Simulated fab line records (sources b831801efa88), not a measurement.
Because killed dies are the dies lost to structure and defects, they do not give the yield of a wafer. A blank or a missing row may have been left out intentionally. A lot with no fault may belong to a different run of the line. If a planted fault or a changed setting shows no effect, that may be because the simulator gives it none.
Matching of chambers / flow gf180mcu / 4 sister chambers for GF_V5_ETCH_16 on rieDiel-01
The step etches BARC in N2/H2. 4 wafers are shown with their chamber, then 7 later ones without.

== WAFERS WITH THEIR CHAMBER ==
wafer=L279.6; chamber=1; drypumpMotorCurrentA (A)=5.9
wafer=L289.3; chamber=3; drypumpMotorCurrentA (A)=5.9
wafer=L291.1; chamber=0; drypumpMotorCurrentA (A)=5.3
wafer=L291.3; chamber=2; drypumpMotorCurrentA (A)=5.7

== WAFERS WITHOUT THEIR CHAMBER ==
wafer=L291.6; drypumpMotorCurrentA (A)=5.3
wafer=L292.3; drypumpMotorCurrentA (A)=5.9
wafer=L292.4; drypumpMotorCurrentA (A)=5.7
wafer=L292.6; drypumpMotorCurrentA (A)=5.7
wafer=L295.3; drypumpMotorCurrentA (A)=5.8
wafer=L295.4; drypumpMotorCurrentA (A)=5.3
wafer=L295.5; drypumpMotorCurrentA (A)=5.7

== THE CHAMBER EACH PASSED THROUGH ==
wafer=L291.6; from the rows above=0; in truth=0
wafer=L292.3; from the rows above=can't be placed: 1 or 3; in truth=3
wafer=L292.4; from the rows above=2; in truth=2
wafer=L292.6; from the rows above=2; in truth=2
wafer=L295.3; from the rows above=can't be placed: 2 or 1 or 3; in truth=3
wafer=L295.4; from the rows above=0; in truth=0
wafer=L295.5; from the rows above=2; in truth=2
5 of 7 placed correctly. Not placeable from these rows: 2 (in 2, the candidates include the true chamber). Wrongly placed: 0.
How it was worked out, from the rows above alone: a wafer's distance from a chamber is the root of the sum, over the readings, of the square of ((its reading less the chamber's mean) divided by the reading's scatter). If the next closest chamber is less than 2 further off than the closest, the wafer can't be placed; otherwise it belongs to the closest. A chamber's mean is the mean of its shown wafers. The scatter: root of mean squared gap, hidden wafer to nearest shown wafer, with one shown wafer a chamber.
